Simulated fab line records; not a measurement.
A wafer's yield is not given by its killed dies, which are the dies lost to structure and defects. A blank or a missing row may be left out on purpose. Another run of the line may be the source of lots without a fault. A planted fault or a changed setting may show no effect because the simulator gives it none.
The tool behind it: which one? | flow sky130 | 39 wafers from 13 lots sampled at 2 of the route's 708 steps

## WHAT EACH GAUGE READ, for each wafer
SKY_POLY_GATE_CD_MEAS_13: target cd 150 nm.
lot  | measured     | on        | cd nm (nm)
L134 | day 16 21:05 | cd sem-01 | 149.6 150.2 149.0
L137 | day 17 23:35 | cd sem-02 | 149.9 150.9 150.6
L138 | day 18 17:41 | cd sem-02 | 152.2 150.8 151.2
L139 | day 19 03:51 | cd sem-02 | 149.8 149.7 149.8
L141 | day 19 13:25 | cd sem-01 | 150.0 149.9 149.7
L142 | day 19 22:01 | cd sem-01 | 148.9 148.9 147.8
L144 | day 20 10:16 | cd sem-01 | 150.6 149.9 152.4
L150 | day 22 10:17 | cd sem-02 | 151.9 151.1 151.2
L151 | day 22 17:39 | cd sem-02 | 150.2 149.5 150.5
L152 | day 23 02:19 | cd sem-01 | 150.0 150.1 149.5
L154 | day 23 15:47 | cd sem-02 | 149.4 149.2 149.7
L155 | day 23 21:07 | cd sem-02 | 151.2 151.3 152.3
L156 | day 24 09:11 | cd sem-02 | 150.3 149.7 149.1

SKY_SPACER_THK_MEAS_01.
lot  | measured     | on            | SPACER_CVD_00_THK (nm)
L134 | day 23 10:44 | film metro-01 | 43.6 43.7 43.6
L137 | day 24 12:34 | film metro-02 | 42.3 42.1 42.4
L138 | day 25 05:50 | film metro-03 | 42.9 43.2 42.9
L139 | day 25 15:31 | film metro-03 | 43.2 42.9 43.1
L141 | day 26 00:41 | film metro-01 | 43.5 43.3 43.6
L142 | day 26 08:49 | film metro-02 | 43.5 43.7 43.7
L144 | day 26 21:57 | film metro-01 | 43.6 43.6 43.8
L150 | day 28 20:42 | film metro-03 | 43.0 42.8 42.8
L151 | day 29 00:08 | film metro-03 | 42.0 42.2 41.9
L152 | day 29 09:20 | film metro-03 | 42.8 43.0 43.1
L154 | day 29 22:53 | film metro-02 | 43.3 43.0 43.0
L155 | day 30 02:16 | film metro-01 | 42.9 43.2 42.9
L156 | day 30 16:02 | film metro-01 | 42.9 42.9 43.0

## EACH LOT AND THE TOOL THAT RAN IT (in order: tool; ch and the chambers of the sampled wafers; start)
There is no process step in the record ahead of these readings.

## AS READ BY THE TOOLS THEMSELVES (means over the sampled wafers that have a number; for cases with no such wafer, the mark the record gives instead)
The record holds no such reading with a usual standard deviation.

## THE ANSWER, worked out from the rows above alone
Rule: the lots themselves supply what counts as usual. The widest of any qualifying gaps counts: lots, ordered by their means at a reading, are off when they make up no more than a third of the lots, leave a main group of 4 or more, and stand apart from it by 3 or more times the standard deviation of that group's means. A main group whose means are all the same, to the digits that the tables above print for the reading, isn't used. Also off: a lot with no number at a reading for which 4 or more lots have one. The other lots that the step has rows for count as sound. After the gauges, taken in route order, come the tools' own readings; for these a lot's mean is taken, as printed above. At the first step where some lot is off, the reading lying furthest off is the one used; lots without a number count as furthest.
Nothing can be told from this: no lot is off at any reading shown.

## WHAT WAS PUT IN BY THE SIMULATOR
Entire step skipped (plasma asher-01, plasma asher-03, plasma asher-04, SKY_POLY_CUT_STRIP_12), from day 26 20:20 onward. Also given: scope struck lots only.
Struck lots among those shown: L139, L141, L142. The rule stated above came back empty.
